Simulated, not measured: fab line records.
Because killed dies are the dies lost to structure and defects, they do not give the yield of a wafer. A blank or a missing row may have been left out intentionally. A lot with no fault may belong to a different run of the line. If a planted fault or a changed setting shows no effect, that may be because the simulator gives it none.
Which tool did it?	flow sky130	at 1 step of a route of 708, 6 lots with 18 wafers sampled

WHAT THE GAUGES READ, wafer by wafer
SKY_CONTACT_THK_MEAS_03.
lot	measured	on	CONTACT_HDPCVD_THK (nm)
L267	day 30 23:38	film_metro-01	565 564 571
L270	day 31 20:34	film_metro-02	567 569 568
L272	day 32 23:17	film_metro-01	566 572 571
L277	day 34 22:58	film_metro-01	564 573 567
L279	day 35 19:59	film_metro-03	563 559 571
L287	day 37 12:15	film_metro-02	564 575 575

TOOL THAT RAN EACH LOT (tool first, then ch and the chambers of the sampled wafers, then the start)
There is no process step in the record ahead of these readings.

THE ANSWER, worked out from the rows above alone
Rule: the lots themselves supply what counts as usual. Put in order of their means at a reading, lots are off if they are a third of the lots or fewer, leave a main group of 4 or more, and stand apart from it by a gap of 3 or more times the standard deviation of the main group's means; of several such gaps the widest counts. The tables above print the reading to a certain number of digits; a main group whose means all agree to those digits is not used. Also off: a lot with no number at a reading for which 4 or more lots have one. All remaining lots with rows at the step are treated as sound.
No lot is off at any reading shown: from this, nothing can be told.

WHAT THE SIMULATOR HAD PUT IN
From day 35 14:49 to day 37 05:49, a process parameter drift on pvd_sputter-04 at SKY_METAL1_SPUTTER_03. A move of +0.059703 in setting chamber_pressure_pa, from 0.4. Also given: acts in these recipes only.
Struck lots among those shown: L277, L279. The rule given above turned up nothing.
